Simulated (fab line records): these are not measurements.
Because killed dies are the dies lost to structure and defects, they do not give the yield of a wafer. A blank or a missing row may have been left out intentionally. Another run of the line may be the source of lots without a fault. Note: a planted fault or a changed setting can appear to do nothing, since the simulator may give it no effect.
Which tool was responsible? :: flow sky130 :: 14 lots with 42 wafers sampled at 2 steps, on a route of 708 steps

== WHAT THE GAUGES SHOWED, per wafer ==
SKY_CONTACT_RS_MEAS_25: measurement is done with a four-point probe. Usual: CONTACT_W_RS gives 0.337 ohm/sq (standard deviation 0.004).
lot: L912
measured: day 32 06:29
on: filmMetro-04
CONTACT_W_RS (ohm/sq): 0.335 0.338 0.337
flag: 

lot: L913
measured: day 32 14:24
on: filmMetro-02
CONTACT_W_RS (ohm/sq): 0.339 0.335 0.345
flag: 

lot: L915
measured: day 33 00:41
on: filmMetro-04
CONTACT_W_RS (ohm/sq): 0.337 0.335 0.339
flag: 

lot: L918
measured: day 34 00:19
on: filmMetro-03
CONTACT_W_RS (ohm/sq): 0.337 0.335 0.335
flag: 

lot: L920
measured: day 34 13:27
on: filmMetro-03
CONTACT_W_RS (ohm/sq): 0.339 0.335 0.339
flag: 

lot: L922
measured: day 35 09:28
on: filmMetro-03
CONTACT_W_RS (ohm/sq): 0.343 0.336 0.340
flag: 

lot: L926
measured: day 36 12:19
on: filmMetro-02
CONTACT_W_RS (ohm/sq): 0.338 0.336 0.332
flag: 

lot: L927
measured: day 37 00:40
on: filmMetro-03
CONTACT_W_RS (ohm/sq): 0.340 0.344 0.344
flag: 

lot: L930
measured: day 37 19:20
on: filmMetro-03
CONTACT_W_RS (ohm/sq): 0.339 0.339 0.332
flag: 

lot: L929
measured: day 37 21:38
on: filmMetro-02
CONTACT_W_RS (ohm/sq): 0.335 0.337 0.336
flag: 

lot: L931
measured: day 37 22:02
on: filmMetro-02
CONTACT_W_RS (ohm/sq): 0.335 0.333 0.332
flag: 

lot: L932
measured: day 38 00:53
on: filmMetro-02
CONTACT_W_RS (ohm/sq): 0.335 0.333 0.340
flag: 

lot: L933
measured: day 38 11:59
on: filmMetro-03
CONTACT_W_RS (ohm/sq): 0.335 0.338 0.331
flag: 

lot: L934
measured: day 38 20:24
on: filmMetro-04
CONTACT_W_RS (ohm/sq): 0.333 0.340 0.335
flag: 

SKY_VIA1_BOW_MEAS_03. Usual: VIA1_BOW gives 80 um (standard deviation 6.8).
lot: L912
measured: day 33 11:35
on: filmMetro-03
VIA1_BOW (um): 87 92 82
flag: 

lot: L913
measured: day 33 19:06
on: filmMetro-03
VIA1_BOW (um): 79 86 85
flag: 

lot: L915
measured: day 34 04:59
on: filmMetro-04
VIA1_BOW (um): 78 83 87
flag: 

lot: L918
measured: day 35 05:19
on: filmMetro-03
VIA1_BOW (um): 87 75 83
flag: 

lot: L920
measured: day 35 18:25
on: filmMetro-03
VIA1_BOW (um): 84 76 80
flag: 

lot: L922
measured: day 36 13:31
on: filmMetro-03
VIA1_BOW (um): 77 77 83
flag: 

lot: L926
measured: day 37 17:01
on: filmMetro-04
VIA1_BOW (um): 70 76 81
flag: 

lot: L927
measured: day 38 04:11
on: filmMetro-01
VIA1_BOW (um): 91 83 89
flag: 

lot: L930
measured: day 39 01:22
on: filmMetro-01
VIA1_BOW (um): 79 84 63
flag: 

lot: L929
measured: day 39 01:58
on: filmMetro-01
VIA1_BOW (um): 74 77 72
flag: 

lot: L931
measured: day 39 02:17
on: filmMetro-04
VIA1_BOW (um): 71 81 89
flag: 

lot: L932
measured: day 39 04:12
on: filmMetro-04
VIA1_BOW (um): 70 81 65
flag: 

lot: L933
measured: day 39 14:02
on: filmMetro-01
VIA1_BOW (um): 77 76 96
flag: 

lot: L934
measured: day 39 23:22
on: filmMetro-03
VIA1_BOW (um): 77 78 90
flag: 

== EACH LOT AND THE TOOL THAT RAN IT (in order: tool; ch and the chambers of the sampled wafers; start) ==
The record holds no process step before these readings.

== WHAT THE TOOLS THEMSELVES READ (means of the sampled wafers that have a number; where no wafer has one, the mark that the record gives instead) ==
The record holds no such reading with a usual standard deviation.

== THE ANSWER, worked out from the rows above alone ==
Rule: lot off if the mean of its wafers having a number is beyond 3 standard deviations from the usual mean. A lot without any number at a reading at which 4 lots or more have one is off too. Any other lot the step has rows for is counted as sound. First the gauges in route order, then the tools' own readings, where a lot's mean is used as printed above. At the first step where some lot is off, the reading lying furthest off is the one used; lots without a number count as furthest.
No lot is off on any of the readings shown, so nothing can be concluded from this.

== WHAT THE SIMULATOR HAD INSERTED ==
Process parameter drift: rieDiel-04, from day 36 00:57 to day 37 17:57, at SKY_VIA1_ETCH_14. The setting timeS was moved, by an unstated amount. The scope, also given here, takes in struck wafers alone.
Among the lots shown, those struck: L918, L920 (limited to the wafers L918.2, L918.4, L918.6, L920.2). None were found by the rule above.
